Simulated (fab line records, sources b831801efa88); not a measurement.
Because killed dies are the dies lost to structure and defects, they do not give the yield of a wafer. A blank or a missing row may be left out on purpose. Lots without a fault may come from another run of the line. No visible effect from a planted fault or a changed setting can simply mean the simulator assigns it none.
Which tool is to blame? | flow sky130 | route of 708 steps, sampled at 1 step: 6 lots, 18 wafers

== WHAT EACH GAUGE READ, for each wafer ==
SKY_VIA2_CD_MEAS_12: the cd target is 200 nm.
lot  | measured     | on        | cd nm (nm)
L624 | day 37 07:44 | cd sem-01 | 199.8 199.9 198.7
L626 | day 37 23:58 | cd sem-01 | 199.0 198.0 199.7
L630 | day 39 01:09 | cd sem-02 | 198.5 197.8 198.9
L633 | day 40 05:19 | cd sem-01 | 198.1 199.7 199.3
L635 | day 40 19:19 | cd sem-02 | 200.8 200.4 199.7
L644 | day 43 16:21 | cd sem-01 | 199.3 199.5 197.5

== WHICH TOOL RAN EACH LOT (tool, then ch and the chambers of the sampled wafers, then the start) ==
There is no process step in the record ahead of these readings.

== THE ANSWER, worked out from the rows above alone ==
Rule: usual is defined by the lots themselves. The widest of any qualifying gaps counts: lots, ordered by their means at a reading, are off when they make up no more than a third of the lots, leave a main group of 4 or more, and stand apart from it by 3 or more times the standard deviation of that group's means. A main group is skipped when, at the precision printed for the reading in the tables above, its means are all equal. A lot without any number at a reading at which 4 lots or more have one is off too. The other lots that the step has rows for count as sound.
Across all readings shown, no lot is off: no conclusion can be drawn from this.

== WHAT THE SIMULATOR HAD PUT IN ==
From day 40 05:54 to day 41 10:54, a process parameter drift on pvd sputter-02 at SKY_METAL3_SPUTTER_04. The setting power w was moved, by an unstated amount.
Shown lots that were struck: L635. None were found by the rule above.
